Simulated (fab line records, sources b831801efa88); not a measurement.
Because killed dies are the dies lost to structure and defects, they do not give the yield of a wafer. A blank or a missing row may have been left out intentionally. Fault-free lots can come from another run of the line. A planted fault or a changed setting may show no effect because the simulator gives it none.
Matching of chambers -- flow sky130 -- cmp-01 running SKY_VIA3_CMP_02: 4 sister chambers
The step polishes SiO2. 18 wafers are shown with their chamber, then 9 later ones without.

== WAFERS, EACH WITH ITS CHAMBER ==
wafer,chamber,motorCurrentA (A)
L075.1,2,12.9
L075.4,3,12.0
L075.5,0,13.4
L078.1,1,11.4
L078.3,2,12.2
L078.6,0,13.3
L077.1,3,12.3
L077.4,2,13.1
L077.6,0,12.5
L080.1,3,12.1
L080.2,0,12.9
L080.6,3,12.2
L083.1,3,12.1
L083.2,1,10.8
L083.5,3,12.1
L086.1,3,11.8
L086.3,1,11.3
L086.4,2,12.8

SIGNATURES (averages over the wafers above)
reading,chamber 0,chamber 1,chamber 2,chamber 3,scatter within a chamber
motorCurrentA,13.025,11.167,12.750,12.086,0.306
Rule: for each reading, subtract the chamber's mean from the wafer's reading, divide by that reading's scatter and square the result; add these up over the readings and take the root, which gives the wafer's distance from the chamber. The wafer belongs to the nearest chamber; if the next one is less than 2 further off, it can't be placed. How the scatter is found: for the shown wafers, subtract from each reading the mean of its chamber, square and add these, divide the total by (wafers less chambers), then take the root.

== WAFERS MISSING THEIR CHAMBER ==
wafer,motorCurrentA (A)
L091.2,12.9
L091.4,11.8
L091.6,11.2
L093.2,12.3
L093.3,12.0
L093.5,10.8
L096.1,11.2
L096.2,12.4
L096.3,12.4

== THE CHAMBER EACH PASSED THROUGH ==
wafer,from the rows above,in truth
L091.2,can't be placed: 0 or 2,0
L091.4,can't be placed: 3 or 1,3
L091.6,1,1
L093.2,can't be placed: 3 or 2 or 0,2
L093.3,3,3
L093.5,1,1
L096.1,1,1
L096.2,can't be placed: 3 or 2 or 0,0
L096.3,can't be placed: 3 or 2 or 0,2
Correctly placed: 4 of 9. These rows do not allow placing 5 (true chamber among the candidates in 5). Placed wrongly: 0.
